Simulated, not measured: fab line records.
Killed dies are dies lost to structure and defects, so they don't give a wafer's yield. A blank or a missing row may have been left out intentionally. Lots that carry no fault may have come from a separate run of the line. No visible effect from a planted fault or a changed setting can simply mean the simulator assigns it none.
fab line records	flow gf180mcu
record lots=12	wafers=36	last-day=34
route steps=602 shown STI@15 M1@329 V1@336
lots untouched by any fault: they come from a run of this same line in which no faults occurred
start-h: start of the lot's first displayed wafer, in hours after the record's first day	wait-h: hours from the lot's prior step to this one	" same as the row above	L1.1+2: a single row standing in for several wafers	- no value, or no start given	* or withheld: withheld	< > ~ a bound
route shown NAME@n: NAME is a module with steps in the file, n the number in the route of the first one	usual: the fault-free wafers' mean and standard deviation	same: alike in all rows	chamber/n: place in a boat	sites: per-site readings	_std_site: the standard deviation of these	_edge_site: outer sites' mean less inner sites'	radius-mm: how far each site lies from the wafer's centre	mask NAME#n: copy n	behind: the tool/chamber that last shaped the wafer	hold: what put the lot on hold/how long, in hours/how the hold closed	device: which transistor (n, p or np) failed to switch	end of line: the route-end tests of the same wafers	a step given without rows: its recipe and nothing more	killed: at the first sort, the dies lost to defects and structure; wafer yield is something else	map: per-die view of a wafer (x killed, . not killed, _ where there is no die)
set.NAME: the setting as run; set.NAME@STEP: as run at that earlier step	model.NAME: the simulator's own value behind a step, which no gauge read
the route's steps for a sample of lots (tables are steps, rows are wafers)
services: a tool's chamber out of use, with start hour (start-h, from the record's first day; less than 0 if before it), hours out, and reason
## steps
# step GF_STI_ETCH_14
# recipe target=Si	chemistry=HBr/Cl2/O2	target-depth-nm=360	icp-w=600	bias-w=150	pressure-mtorr=15	HBr_flow_sccm=150	Cl2_flow_sccm=40	O2_flow_sccm=6	time-s=102.9
# usual drypump-motor-current-A=5.5/0.64	mfc-cl2-sccm=39.99/0.12	oes-product-au=1.002/0.011	throttle-valve-pct=25.655/0.012
lot.wafer	tool	chamber	start-h	wait-h	drypump-motor-current-A	mfc-cl2-sccm	oes-product-au	rf-hours-counter-h	throttle-valve-pct
L360.2	rie-si-01	2	24.99	0.0	4.8	40.07	1.017	111	25.642
L360.5	"	3	"	"	6.3	40.01	1.017	-	25.631
L360.6	"	2	"	"	4.9	40.18	1.011	-	25.637
L361.2	rie-si-01	3	31.02	0.0	6.3	39.93	1.023	150	25.650
L361.4	"	0	"	"	5.3	40.06	1.013	46	25.638
L361.5	"	0	"	"	5.3	40.00	1.003	-	25.661
L363.4	rie-si-02	0	40.01	0.0	5.1	39.90	0.995	0	25.659
L363.5	"	0	"	"	5.1	39.97	0.983	-	25.664
L363.6	"	1	"	"	5.3	40.10	1.005	-	25.633
L364.1	rie-si-01	1	45.14	0.0	5.4	40.13	1.012	103	25.659
L364.2	"	3	"	"	6.3	40.16	1.016	150	25.648
L364.4	"	3	"	"	6.3	40.03	1.019	-	25.650
L365.2	rie-si-02	1	53.91	0.0	5.2	39.93	1.000	89	25.661
L365.4	"	3	"	"	6.1	40.05	0.989	140	25.661
L365.6	"	2	"	"	6.8	40.26	0.998	-	25.671
L366.1	rie-si-01	3	59.32	0.0	6.3	39.70	1.018	151	25.654
L366.3	"	2	"	"	4.8	39.82	1.014	111	25.642
L366.5	"	0	"	"	5.3	39.81	0.997	-	25.666
L370.1	rie-si-01	0	78.26	0.0	5.3	39.71	0.804	47	25.789
L370.2	"	1	"	"	5.4	40.06	0.807	104	25.798
L370.5	"	0	"	"	5.3	39.86	0.803	-	25.777
L371.1	rie-si-01	1	82.54	0.0	5.4	40.13	0.809	104	25.780
L371.5	"	1	"	"	5.4	40.02	0.805	-	25.772
L371.6	"	0	"	"	5.3	40.02	0.802	-	25.789
L373.1	rie-si-02	2	94.36	0.0	6.9	39.96	0.991	125	25.645
L373.3	"	3	"	"	6.1	39.98	0.998	140	25.673
L373.6	"	1	"	"	5.2	39.97	1.008	-	25.659
L380.1	rie-si-02	0	128.62	0.0	5.0	39.97	0.981	1	25.670
L380.2	"	2	"	"	6.8	39.99	0.996	125	25.660
L380.6	"	2	"	"	6.8	39.95	0.988	-	25.669
L382.1	rie-si-02	2	139.47	0.0	6.9	40.03	0.985	126	25.675
L382.3	"	1	"	"	5.2	40.22	0.999	90	25.659
L382.5	"	1	"	"	5.2	40.43	1.002	-	25.648
L383.2	rie-si-02	1	144.51	0.0	5.2	40.13	1.013	90	25.645
L383.3	"	3	"	"	6.1	40.08	0.993	0	25.678
L383.6	"	2	"	"	6.8	40.12	1.010	-	25.664
# step GF_STI_STRIP_15
# recipe chemistry=O2/N2	power-w=1400	pressure-mtorr=1500	platen-temp-c=250	o2-flow-sccm=3000	n2-flow-sccm=300	overash-fraction=0.5
# usual drypump-motor-current-A=5.8/0.44	heater-power-w=322/41	oes-product-au=0.384/0.0053	strip-time-to-endpoint-s=3.75/0.051
lot.wafer	tool	chamber	start-h	wait-h	drypump-motor-current-A	heater-power-w	oes-product-au	rf-hours-counter-h	strip-time-to-endpoint-s
L360.2	plasma-asher-03	1	25.07	0.0	5.5	344	0.384	38	3.72
L360.5	"	0	"	"	6.6	294	0.385	-	3.76
L360.6	"	1	"	"	5.5	367	0.384	-	3.73
L361.2	plasma-asher-01	0	31.09	0.0	6.0	295	0.387	22	3.66
L361.4	"	1	"	"	5.6	305	0.381	-	3.74
L361.5	"	1	"	"	5.6	303	0.380	-	3.68
L363.4	plasma-asher-04	1	40.12	0.1	5.1	309	0.382	-	3.76
L363.5	"	0	"	"	5.4	429	0.377	-	3.78
L363.6	"	1	"	"	5.1	308	0.382	-	3.72
L364.1	plasma-asher-03	0	45.22	0.0	6.6	294	0.379	40	3.68
L364.2	"	1	"	"	5.5	347	0.385	40	3.63
L364.4	"	0	"	"	6.6	297	0.380	-	3.73
L365.2	plasma-asher-03	0	53.99	0.0	6.6	290	0.393	41	3.81
L365.4	"	0	"	"	6.6	295	0.395	-	3.87
L365.6	"	1	"	"	5.5	357	0.387	-	3.75
L366.1	plasma-asher-04	0	59.39	0.0	5.4	437	0.385	39	3.70
L366.3	"	1	"	"	5.1	313	0.380	-	3.70
L366.5	"	1	"	"	5.2	311	0.390	-	3.81
L370.1	plasma-asher-01	0	78.33	0.0	6.0	307	0.405	26	4.17
L370.2	"	1	"	"	5.6	305	0.402	26	4.13
L370.5	"	1	"	"	5.6	303	0.405	-	4.13
L371.1	plasma-asher-01	0	82.62	0.0	6.0	299	0.400	27	4.08
L371.5	"	1	"	"	5.6	303	0.396	-	4.13
L371.6	"	0	"	"	6.0	297	0.410	-	4.19
L373.1	plasma-asher-03	1	94.43	0.0	5.5	342	0.384	45	3.73
L373.3	"	0	"	"	6.6	291	0.375	-	3.66
L373.6	"	0	"	"	6.6	297	0.380	-	3.62
L380.1	plasma-asher-01	0	128.69	0.0	6.0	303	0.381	32	3.78
L380.2	"	1	"	"	5.6	305	0.379	32	3.70
L380.6	"	0	"	"	6.0	295	0.385	-	3.75
L382.1	plasma-asher-03	1	139.54	0.0	5.5	349	0.388	51	3.80
L382.3	"	1	"	"	5.5	345	0.384	-	3.71
L382.5	"	1	"	"	5.5	355	0.387	-	3.72
L383.2	plasma-asher-01	1	144.58	0.0	5.6	305	0.381	33	3.69
L383.3	"	1	"	"	5.6	303	0.389	-	3.78
L383.6	"	0	"	"	6.0	302	0.389	-	3.74
# step GF_M1_CD_MEAS_14
# recipe target-cd-nm=230
# usual cd-nm=230.0/1.2
lot.wafer	tool	chamber	start-h	wait-h	cd-nm
L360.2	cd-sem-02	-	384.01	0.1	228.5
L360.5	"	-	"	"	227.5
L360.6	"	-	"	"	228.8
L361.2	cd-sem-02	-	410.46	0.1	228.6
L361.4	"	-	"	"	228.4
L361.5	"	-	"	"	229.2
L363.4	cd-sem-01	-	419.40	0.1	229.6
L363.5	"	-	"	"	230.8
L363.6	"	-	"	"	230.1
L364.1	cd-sem-02	-	430.71	0.1	229.9
L364.2	"	-	"	"	230.4
L364.4	"	-	"	"	230.0
L365.2	cd-sem-02	-	442.33	0.1	229.3
L365.4	"	-	"	"	228.0
L365.6	"	-	"	"	228.0
L366.1	cd-sem-02	-	443.61	0.1	229.8
L366.3	"	-	"	"	229.6
L366.5	"	-	"	"	228.8
L370.1	cd-sem-01	-	480.81	0.1	231.5
L370.2	"	-	"	"	231.8
L370.5	"	-	"	"	230.2
L371.1	cd-sem-01	-	490.86	0.1	229.3
L371.5	"	-	"	"	228.9
L371.6	"	-	"	"	227.9
L373.1	cd-sem-02	-	502.44	0.1	229.3
L373.3	"	-	"	"	229.4
L373.6	"	-	"	"	228.7
L380.1	cd-sem-01	-	562.55	0.1	228.3
L380.2	"	-	"	"	230.6
L380.6	"	-	"	"	230.7
L382.1	cd-sem-01	-	572.59	0.1	228.9
L382.3	"	-	"	"	229.9
L382.5	"	-	"	"	229.5
L383.2	cd-sem-02	-	578.70	0.1	231.0
L383.3	"	-	"	"	230.9
L383.6	"	-	"	"	229.5
# step GF_M1_STRIP_17
# recipe chemistry=O2/N2	power-w=1400	pressure-mtorr=1500	platen-temp-c=250	o2-flow-sccm=3000	n2-flow-sccm=300	overash-fraction=0.5
# usual drypump-motor-current-A=6.0/0.34	heater-power-w=314/17	oes-product-au=0.537/0.0052	strip-time-to-endpoint-s=7.38/0.062
lot.wafer	tool	chamber	start-h	wait-h	drypump-motor-current-A	heater-power-w	oes-product-au	rf-hours-counter-h	strip-time-to-endpoint-s
L360.2	plasma-asher-02	0	384.27	0.1	6.0	321	0.533	29	7.27
L360.5	"	1	"	"	6.2	327	0.535	-	7.29
L360.6	"	0	"	"	6.0	316	0.534	-	7.35
L361.2	plasma-asher-02	0	410.72	0.1	6.0	320	0.532	31	7.43
L361.4	"	1	"	"	6.2	320	0.536	-	7.43
L361.5	"	0	"	"	6.1	324	0.538	-	7.43
L363.4	plasma-asher-02	0	419.66	0.1	6.0	315	0.537	-	7.45
L363.5	"	1	"	"	6.2	328	0.547	-	7.43
L363.6	"	0	"	"	6.0	321	0.549	-	7.44
L364.1	plasma-asher-03	0	430.99	0.1	6.7	294	0.537	81	7.26
L364.2	"	1	"	"	5.5	352	0.542	81	7.29
L364.4	"	1	"	"	5.5	344	0.527	-	7.26
L365.2	plasma-asher-02	1	442.59	0.1	6.2	323	0.544	35	7.38
L365.4	"	1	"	"	6.2	318	0.538	-	7.36
L365.6	"	1	"	"	6.2	329	0.536	-	7.36
L366.1	plasma-asher-01	0	443.89	0.1	6.0	301	0.540	65	7.46
L366.3	"	1	"	"	5.6	306	0.536	-	7.41
L366.5	"	1	"	"	5.6	308	0.542	-	7.40
L370.1	plasma-asher-01	1	481.09	0.1	5.6	302	0.539	69	7.46
L370.2	"	0	"	"	6.0	300	0.548	69	7.49
L370.5	"	0	"	"	6.0	305	0.532	-	7.45
L371.1	plasma-asher-02	1	491.14	0.1	6.2	328	0.534	39	7.33
L371.5	"	1	"	"	6.2	336	0.536	-	7.35
L371.6	"	0	"	"	6.0	325	0.532	-	7.38
L373.1	plasma-asher-01	1	502.72	0.1	5.6	304	0.544	71	7.47
L373.3	"	0	"	"	6.0	298	0.537	-	7.45
L373.6	"	0	"	"	6.0	303	0.536	-	7.48
L380.1	plasma-asher-03	0	562.84	0.1	6.6	295	0.544	95	7.46
L380.2	"	1	"	"	5.5	344	0.543	95	7.42
L380.6	"	0	"	"	6.6	289	0.539	-	7.45
L382.1	plasma-asher-02	0	572.87	0.1	6.1	319	0.539	47	7.48
L382.3	"	1	"	"	6.2	327	0.529	-	7.43
L382.5	"	1	"	"	6.2	325	0.542	-	7.45
L383.2	plasma-asher-01	0	578.97	0.1	6.0	306	0.544	79	7.41
L383.3	"	0	"	"	6.0	302	0.539	-	7.40
L383.6	"	1	"	"	5.6	309	0.537	-	7.39
# step GF_V1_THK_MEAS_01
# recipe reads=SiO2_of_V1_CVD_00
# usual V1_CVD_00_THK=600/5.8
lot.wafer	tool	chamber	start-h	wait-h	V1_CVD_00_THK[nm]
L360.2	film-metro-03	-	384.93	0.0	597
L360.5	"	-	"	"	595
L360.6	"	-	"	"	600
L361.2	film-metro-03	-	411.38	0.0	590
L361.4	"	-	"	"	604
L361.5	"	-	"	"	603
L363.4	film-metro-04	-	420.32	0.0	607
L363.5	"	-	"	"	600
L363.6	"	-	"	"	605
L364.1	film-metro-04	-	431.63	0.0	595
L364.2	"	-	"	"	593
L364.4	"	-	"	"	594
L365.2	film-metro-02	-	443.26	0.0	611
L365.4	"	-	"	"	607
L365.6	"	-	"	"	604
L366.1	film-metro-04	-	444.51	0.0	602
L366.3	"	-	"	"	604
L366.5	"	-	"	"	594
L370.1	film-metro-04	-	481.85	0.2	603
L370.2	"	-	"	"	596
L370.5	"	-	"	"	601
L371.1	film-metro-04	-	491.75	0.0	597
L371.5	"	-	"	"	590
L371.6	"	-	"	"	593
L373.1	film-metro-03	-	503.37	0.0	599
L373.3	"	-	"	"	605
L373.6	"	-	"	"	598
L380.1	film-metro-03	-	563.48	0.1	597
L380.2	"	-	"	"	608
L380.6	"	-	"	"	598
L382.1	film-metro-02	-	573.48	0.0	589
L382.3	"	-	"	"	598
L382.5	"	-	"	"	593
L383.2	film-metro-02	-	579.59	0.0	596
L383.3	"	-	"	"	602
L383.6	"	-	"	"	598
## services
tool	chamber	start-h	hours	kind
rie-si-01	0	41.66	4.4	repair
rie-si-02	-	51.63	0.4	repair
rie-si-01	3	71.47	12.8	repair
rie-si-02	3	99.48	5.4	repair
plasma-asher-01	-	99.63	1.3	repair
plasma-asher-02	-	108.75	9.0	pm
rie-si-02	3	109.14	9.1	repair
plasma-asher-03	-	195.62	3.1	repair
plasma-asher-01	-	270.34	0.4	repair
rie-si-02	0	294.75	3.7	repair
plasma-asher-02	-	294.89	0.7	repair
plasma-asher-03	-	298.74	5.8	repair
rie-si-01	2	301.58	9.1	repair
plasma-asher-01	-	306.20	4.1	repair
plasma-asher-02	-	325.63	14.7	repair
plasma-asher-02	-	328.48	1.8	repair
plasma-asher-02	-	346.73	0.9	repair
plasma-asher-01	-	348.37	4.3	pm
rie-si-02	2	362.72	77.8	repair
plasma-asher-03	-	409.31	2.8	pm
plasma-asher-01	-	411.09	2.8	pm
plasma-asher-03	-	423.44	1.5	repair
plasma-asher-03	-	434.44	2.0	repair
plasma-asher-03	-	506.88	5.5	repair
## key
first-sign step=GF_STI_ETCH_14	reading=oes-product-au	direction=down	sigmas=18	usual=1.002	struck=0.805
effect step=GF_STI_ETCH_14	reading=throttle-valve-pct	direction=up	sigmas=11	usual=25.655	struck=25.784
effect step=GF_STI_STRIP_15	reading=strip-time-to-endpoint-s	direction=up	sigmas=7.6	usual=*	struck=*
met-at GF_STI_ETCH_14
struck-lots L370,L371
tester-left-out L370,L371
not-acting-at GF_M1_CD_MEAS_14,GF_M1_STRIP_17,GF_V1_THK_MEAS_01
onset-between 59.32 78.26
fault kind=process-parameter-drift	tool=rie-si-01	chamber=-	onset-h=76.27	steps=GF_STI_ETCH_14	channel=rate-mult	offset=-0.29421	shape=step	end-h=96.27
# tester-left-out: of these lots the tester's yield and bins aren't shown, on N5 and GAA mostly nor the transistor test; their killed dies are dies lost to structure and defects alone, not to doping, threshold or leakage, so they don't give the yield
